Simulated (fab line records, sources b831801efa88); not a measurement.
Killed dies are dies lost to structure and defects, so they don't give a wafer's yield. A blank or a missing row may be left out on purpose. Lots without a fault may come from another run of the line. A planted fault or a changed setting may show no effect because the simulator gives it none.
Problem report in the 8D (eight disciplines) form, filled by code | flow sfq_line | the parts of the form that need people (team, actions taken, sign-off) are left out

1. THE PROBLEM
time_to_endpoint_s at SFQ_TRILAYER_I7_CMP_CMP_184 reads a mean of 119 s on 3 wafers of 2 lots; wafers without a fault read 216 s with a standard deviation of 8.9. That is -11 standard deviations from the usual mean.
The step: polishes SiO2.
First seen on wafer L935.4, day 85 20:08, on cmp-02. The record holds 42 wafers of 14 lots with a number at this step. Rule for "out", or "out of limits": more than 4 standard deviations from the usual mean. The other wafers with a number count as sound.

2. WHAT IT IS AND WHAT IT IS NOT
question                    | is                     | is not
which readings at this step | time_to_endpoint_s     | edge_zone_pressure_frac, motor_current_A
which lots                  | L935, L936             | L924, L926, L928, L929, L930, L931, L932, L934, L941, L943, L946, L947
which wafers of those lots  | L935.2, L935.4, L936.2 | L935.6, L936.1, L936.6
read on which tools         | cmp-02                 | cmp-01
when                        | from day 85 20:08      | up to then (23 sound wafers); but 16 sound wafers of L934, L935, L936, L941, L943, L946, L947 came after

3. SUSPECTS, AND WHAT RULES EACH OUT
Counting: a tool at a process step up to the reading stays a suspect if it ran every lot that is out. Sound lots after the first of them don't rule it out here, since some wafers of a struck lot are sound.
- rie_metal-04 at SFQ_TRILAYER_JJ_CE_STRIP_STRIP_120 (strips in O2): kept. It ran every lot that is out, first L935 (day 62 13:38); its last sound lot up to then is L934 (day 57 10:46).
- cmp-02 at SFQ_TRILAYER_I7_CMP_CMP_184 (polishes SiO2): kept. It ran every lot that is out, first L935 (day 85 20:08); its last sound lot up to then is L932 (day 85 08:38). Its own readings are out on those wafers: time_to_endpoint_s.
- Within rie_metal-04 at SFQ_TRILAYER_JJ_CE_STRIP_STRIP_120: the wafers that are out ran in chamber 0; their sound lot-mates ran in chamber 1.
Left after counting: rie_metal-04 at SFQ_TRILAYER_JJ_CE_STRIP_STRIP_120, cmp-02 at SFQ_TRILAYER_I7_CMP_CMP_184.

4. THE CAUSE (what the simulator had put in)
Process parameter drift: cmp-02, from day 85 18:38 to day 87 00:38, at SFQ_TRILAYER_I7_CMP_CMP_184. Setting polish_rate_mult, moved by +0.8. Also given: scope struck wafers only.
Counting left 2 suspects, and this tool is among them.

5. THE CHAIN OF EFFECTS, in route order
Each row: a reading whose mean over the struck wafers that have a number lies more than 3 standard deviations from the usual. Only readings for which the record gives a usual standard deviation are gone through. hours: the time from each lot's start at the first step in this table that gives one to its start at this step, as a median over the lots. sigmas: the change in usual standard deviations.
hours | step                        | reading            | usual | on struck wafers | change | sigmas
0     | SFQ_TRILAYER_I7_CMP_CMP_184 | time_to_endpoint_s | 216 s | 119              | -97    | -11
The process steps in it:
- SFQ_TRILAYER_I7_CMP_CMP_184: polishes SiO2.

6. WHAT WOULD HAVE CAUGHT IT SOONER
In this record the first reading out of limits was taken at day 85 20:08, 2 hours after the fault began at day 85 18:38.
